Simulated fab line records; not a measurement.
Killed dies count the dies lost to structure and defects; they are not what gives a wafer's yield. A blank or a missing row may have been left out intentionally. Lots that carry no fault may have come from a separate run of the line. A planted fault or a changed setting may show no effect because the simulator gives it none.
Which tool did it? ; flow gf180mcu ; 6 lots with 18 wafers sampled at 2 steps, on a route of 602 steps

## WHAT THE GAUGES SHOWED, per wafer
GF_POLY_GATE_THK_MEAS_17.
lot;measured;on;POLY_GATE_OXIDATION_THK (nm)
L877;day 10 06:04;filmMetro-03;3.89 3.96 3.96
L881;day 11 03:31;filmMetro-03;3.94 3.91 3.93
L883;day 11 14:41;filmMetro-03;3.95 3.96 3.98
L892;day 14 07:05;filmMetro-03;4.10 4.08 4.08
L895;day 15 06:37;filmMetro-01;3.83 3.76 3.84
L897;day 15 22:11;filmMetro-04;4.01 4.04 3.99

## EACH LOT AND THE TOOL THAT RAN IT (in order: tool; ch and the chambers of the sampled wafers; start)
lot;GF_POLY_GATE_ETCH_13
L877;rieSi-01 ch 0,1,2, day 10 03:43
L881;rieSi-01 ch 1,2, day 11 00:32
L883;rieSi-02 ch 2,3, day 11 13:13
L892;rieSi-01 ch 0,1, day 14 05:38
L895;rieSi-01 ch 0,1,3, day 15 04:49
L897;rieSi-01 ch 2,3, day 15 19:11
- GF_POLY_GATE_ETCH_13: etches poly-Si in HBr/Cl2, stops on SiO2, target depth 198.5 nm, time 69.6 s.

## THE ANSWER, worked out from the rows above alone
Rule: what is usual is taken from the lots themselves. Put in order of their means at a reading, lots are off if they are a third of the lots or fewer, leave a main group of 4 or more, and stand apart from it by a gap of 3 or more times the standard deviation of the main group's means; of several such gaps the widest counts. A main group is skipped when, at the precision printed for the reading in the tables above, its means are all equal. Also off: a lot with no number at a reading for which 4 or more lots have one. The other lots that the step has rows for count as sound.
Nothing can be told from this: no lot is off at any reading shown.

## WHAT WAS PUT IN BY THE SIMULATOR
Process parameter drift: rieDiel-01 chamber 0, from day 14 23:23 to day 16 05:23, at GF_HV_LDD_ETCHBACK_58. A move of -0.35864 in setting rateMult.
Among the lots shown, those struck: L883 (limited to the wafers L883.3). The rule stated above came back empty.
